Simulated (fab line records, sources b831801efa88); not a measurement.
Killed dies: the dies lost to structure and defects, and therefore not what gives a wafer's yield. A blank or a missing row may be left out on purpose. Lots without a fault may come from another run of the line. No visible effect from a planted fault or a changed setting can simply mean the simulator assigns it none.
Which tool is to blame? / flow sky130 / 36 wafers from 12 lots sampled at 3 of the route's 708 steps

## WHAT THE GAUGES READ, wafer by wafer
SKY_LDD_HVP_OVL_MEAS_07. Usual: for LDD_HVP_OVL the level is -0.8 nm and the standard deviation is 1.5.
lot=L490; measured=day 22 04:44; on=overlay-01; LDD_HVP_OVL (nm)=-0.4 0.5 0.0; flag=
lot=L491; measured=day 22 12:18; on=overlay-02; LDD_HVP_OVL (nm)=2.3 -0.1 0.0; flag=
lot=L492; measured=day 23 05:37; on=overlay-01; LDD_HVP_OVL (nm)=5.1 6.2 5.2; flag=OFF
lot=L493; measured=day 23 13:01; on=overlay-01; LDD_HVP_OVL (nm)=-1.8 -2.3 -1.1; flag=
lot=L494; measured=day 23 23:42; on=overlay-02; LDD_HVP_OVL (nm)=6.0 4.6 6.5; flag=OFF
lot=L496; measured=day 24 07:53; on=overlay-02; LDD_HVP_OVL (nm)=4.6 4.0 4.1; flag=OFF
lot=L497; measured=day 24 17:11; on=overlay-02; LDD_HVP_OVL (nm)=5.5 6.8 5.5; flag=OFF
lot=L506; measured=day 27 19:40; on=overlay-01; LDD_HVP_OVL (nm)=-0.9 1.0 1.0; flag=
lot=L510; measured=day 28 21:34; on=overlay-02; LDD_HVP_OVL (nm)=0.7 0.0 0.1; flag=
lot=L509; measured=day 29 02:34; on=overlay-01; LDD_HVP_OVL (nm)=3.0 2.4 2.2; flag=
lot=L511; measured=day 29 13:39; on=overlay-02; LDD_HVP_OVL (nm)=0.5 -1.8 0.3; flag=
lot=L512; measured=day 29 18:43; on=overlay-01; LDD_HVP_OVL (nm)=-2.7 -0.8 -1.5; flag=

## TOOL THAT RAN EACH LOT (tool first, then ch and the chambers of the sampled wafers, then the start)
lot=L490; SKY_RES_PROTECT_STRIP_07=plasma-asher-01 ch 0,1, day 15 13:44; SKY_LDD_HVP_EXPOSE_04=iline-stepper-02 ch 0, day 21 13:31
lot=L491; SKY_RES_PROTECT_STRIP_07=plasma-asher-02 ch 0,1, day 15 22:35; SKY_LDD_HVP_EXPOSE_04=iline-stepper-02 ch 0, day 21 21:01
lot=L492; SKY_RES_PROTECT_STRIP_07=plasma-asher-02 ch 1, day 16 15:53; SKY_LDD_HVP_EXPOSE_04=iline-stepper-02 ch 0, day 22 15:14
lot=L493; SKY_RES_PROTECT_STRIP_07=plasma-asher-04 ch 0,1, day 16 20:37; SKY_LDD_HVP_EXPOSE_04=iline-stepper-01 ch 0, day 22 22:04
lot=L494; SKY_RES_PROTECT_STRIP_07=plasma-asher-02 ch 0,1, day 17 06:29; SKY_LDD_HVP_EXPOSE_04=iline-stepper-02 ch 0, day 23 08:36
lot=L496; SKY_RES_PROTECT_STRIP_07=plasma-asher-04 ch 0, day 17 15:42; SKY_LDD_HVP_EXPOSE_04=iline-stepper-02 ch 0, day 23 16:38
lot=L497; SKY_RES_PROTECT_STRIP_07=plasma-asher-02 ch 0,1, day 18 01:19; SKY_LDD_HVP_EXPOSE_04=iline-stepper-02 ch 0, day 24 02:06
lot=L506; SKY_RES_PROTECT_STRIP_07=plasma-asher-01 ch 0,1, day 21 10:52; SKY_LDD_HVP_EXPOSE_04=iline-stepper-01 ch 0, day 27 05:25
lot=L510; SKY_RES_PROTECT_STRIP_07=plasma-asher-04 ch 0,1, day 22 13:58; SKY_LDD_HVP_EXPOSE_04=iline-stepper-01 ch 0, day 28 07:28
lot=L509; SKY_RES_PROTECT_STRIP_07=plasma-asher-02 ch 0,1, day 22 16:45; SKY_LDD_HVP_EXPOSE_04=iline-stepper-01 ch 0, day 28 12:58
lot=L511; SKY_RES_PROTECT_STRIP_07=plasma-asher-02 ch 0,1, day 23 06:26; SKY_LDD_HVP_EXPOSE_04=iline-stepper-01 ch 0, day 28 23:43
lot=L512; SKY_RES_PROTECT_STRIP_07=plasma-asher-04 ch 0,1, day 23 12:40; SKY_LDD_HVP_EXPOSE_04=iline-stepper-01 ch 0, day 29 04:42
- SKY_RES_PROTECT_STRIP_07: strips in O2/N2.
- SKY_LDD_HVP_EXPOSE_04: exposes mask HVPTM, target cd 700 nm.

## AS READ BY THE TOOLS THEMSELVES (means over the sampled wafers that have a number; for cases with no such wafer, the mark the record gives instead)
SKY_RES_PROTECT_STRIP_07. Usual: drypump-motor-current-A 5.8 A, standard deviation 0.42; oes-product-au 0.518 a.u., standard deviation 0.0047; strip-time-to-endpoint-s 23.30 s, standard deviation 0.04.
lot=L490; tool=plasma-asher-01; drypump-motor-current-A (A)=5.3; oes-product-au (a.u.)=0.519; strip-time-to-endpoint-s (s)=23.21; flag=
lot=L491; tool=plasma-asher-02; drypump-motor-current-A (A)=5.9; oes-product-au (a.u.)=0.512; strip-time-to-endpoint-s (s)=23.30; flag=
lot=L492; tool=plasma-asher-02; drypump-motor-current-A (A)=5.9; oes-product-au (a.u.)=0.519; strip-time-to-endpoint-s (s)=23.27; flag=
lot=L493; tool=plasma-asher-04; drypump-motor-current-A (A)=6.0; oes-product-au (a.u.)=0.520; strip-time-to-endpoint-s (s)=23.26; flag=
lot=L494; tool=plasma-asher-02; drypump-motor-current-A (A)=5.9; oes-product-au (a.u.)=0.513; strip-time-to-endpoint-s (s)=23.25; flag=
lot=L496; tool=plasma-asher-04; drypump-motor-current-A (A)=5.2; oes-product-au (a.u.)=0.515; strip-time-to-endpoint-s (s)=23.33; flag=
lot=L497; tool=plasma-asher-02; drypump-motor-current-A (A)=5.9; oes-product-au (a.u.)=0.524; strip-time-to-endpoint-s (s)=23.37; flag=
lot=L506; tool=plasma-asher-01; drypump-motor-current-A (A)=5.4; oes-product-au (a.u.)=0.520; strip-time-to-endpoint-s (s)=23.35; flag=
lot=L510; tool=plasma-asher-04; drypump-motor-current-A (A)=5.6; oes-product-au (a.u.)=0.519; strip-time-to-endpoint-s (s)=23.30; flag=
lot=L509; tool=plasma-asher-02; drypump-motor-current-A (A)=5.9; oes-product-au (a.u.)=0.518; strip-time-to-endpoint-s (s)=23.29; flag=
lot=L511; tool=plasma-asher-02; drypump-motor-current-A (A)=5.9; oes-product-au (a.u.)=0.519; strip-time-to-endpoint-s (s)=23.31; flag=
lot=L512; tool=plasma-asher-04; drypump-motor-current-A (A)=6.0; oes-product-au (a.u.)=0.519; strip-time-to-endpoint-s (s)=23.34; flag=

## THE ANSWER, worked out from the rows above alone
Rule: lot off if the mean of its wafers having a number is beyond 3 standard deviations from the usual mean. A lot without any number at a reading at which 4 lots or more have one is off too. All remaining lots with rows at the step are treated as sound. Order of review: gauges by route order, followed by the tools' own readings, for which a lot's mean as printed above is used. The first step at which some lot is off is used, and at that step the reading that is off furthest; a lot without a number counts as furthest.
Off: L492, L494, L496, L497, at SKY_LDD_HVP_OVL_MEAS_07 (LDD_HVP_OVL).
If a tool, at a process step before that reading, ran all the lots that are off and no sound lot after the first of them, it fits. Gauges at SKY_LDD_HVP_OVL_MEAS_07: tried the same way as those tools. One fits: SKY_LDD_HVP_EXPOSE_04 on iline-stepper-02. Its last sound lot is L491 (day 21 21:01), its first lot that is off L492 (day 22 15:14): a fault that began between those two fits.

## WHAT THE SIMULATOR PUT IN
Scanner matching overlay: iline-stepper-02, from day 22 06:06 on, at SKY_LDD_HVP_EXPOSE_04. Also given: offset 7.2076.
Lots struck among those shown: L492, L494, L496, L497. This agrees with what the rule above found.
